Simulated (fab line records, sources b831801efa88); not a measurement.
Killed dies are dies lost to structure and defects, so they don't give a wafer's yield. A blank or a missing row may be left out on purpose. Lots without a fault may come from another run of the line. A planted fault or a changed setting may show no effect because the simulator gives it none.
Which tool did it? | flow sky130 | 14 lots, 42 wafers sampled, at 1 step of a route of 708

WHAT THE GAUGES READ, wafer by wafer
The record holds no reading of a measuring or inspecting step that can be judged against a usual standard deviation.

WHICH TOOL RAN EACH LOT (tool, then ch and the chambers of the sampled wafers, then the start)
lot  | SKY_SONOS_ONO_WET_ETCH_16
L655 | wet_bench-01 ch 1, day 12 18:41
L656 | wet_bench-01 ch 1, day 12 23:22
L658 | wet_bench-03 ch 3, day 13 18:36
L659 | wet_bench-02 ch 1, day 13 18:47
L661 | wet_bench-02 ch 1, day 14 17:19
L662 | wet_bench-02 ch 1, day 15 06:32
L669 | wet_bench-02 ch 3, day 17 12:07
L670 | wet_bench-02 ch 1, day 17 23:44
L671 | wet_bench-03 ch 0, day 18 08:02
L672 | wet_bench-01 ch 2, day 18 20:44
L675 | wet_bench-03 ch 2, day 19 10:02
L676 | wet_bench-02 ch 0, day 19 21:32
L677 | wet_bench-03 ch 1, day 20 01:25
L678 | wet_bench-03 ch 1, day 20 15:50
- SKY_SONOS_ONO_WET_ETCH_16: etches SiO2 in dHF, target depth 14 nm, time 280 s.

WHAT THE TOOLS THEMSELVES READ (means of the sampled wafers that have a number; where no wafer has one, the mark that the record gives instead)
SKY_SONOS_ONO_WET_ETCH_16. Usual: run_length_s 309 s, standard deviation 3.9; temp_c 24.98 C, standard deviation 0.11.
lot  | tool         | run_length_s (s) | temp_c (C) | flag
L655 | wet_bench-01 | 304              | 24.86      |
L656 | wet_bench-01 | 304              | 24.97      |
L658 | wet_bench-03 | 304              | 24.95      |
L659 | wet_bench-02 | 305              | 25.08      |
L661 | wet_bench-02 | 240              | 24.91      | OFF
L662 | wet_bench-02 | 241              | 25.04      | OFF
L669 | wet_bench-02 | 307              | 25.07      |
L670 | wet_bench-02 | 314              | 24.83      |
L671 | wet_bench-03 | 305              | 25.08      |
L672 | wet_bench-01 | 305              | 24.85      |
L675 | wet_bench-03 | 315              | 25.01      |
L676 | wet_bench-02 | 307              | 25.02      |
L677 | wet_bench-03 | 304              | 25.06      |
L678 | wet_bench-03 | 312              | 25.04      |

THE ANSWER, worked out from the rows above alone
Rule: a lot is off if the mean of its wafers that have a number lies more than 3 standard deviations from the usual mean. A lot without any number at a reading at which 4 lots or more have one is off too. The other lots that the step has rows for count as sound. The gauges are gone through in route order, then the tools' own readings, and for those a lot's mean is taken as printed above. The first step at which some lot is off is used, and at that step the reading that is off furthest; a lot without a number counts as furthest.
Off: L661, L662, at SKY_SONOS_ONO_WET_ETCH_16 (run_length_s).
A tool fits if, at that step or a process step before it, it ran every lot that is off, and no sound lot after the first of them. None of those tried fits.

WHAT THE SIMULATOR HAD PUT IN
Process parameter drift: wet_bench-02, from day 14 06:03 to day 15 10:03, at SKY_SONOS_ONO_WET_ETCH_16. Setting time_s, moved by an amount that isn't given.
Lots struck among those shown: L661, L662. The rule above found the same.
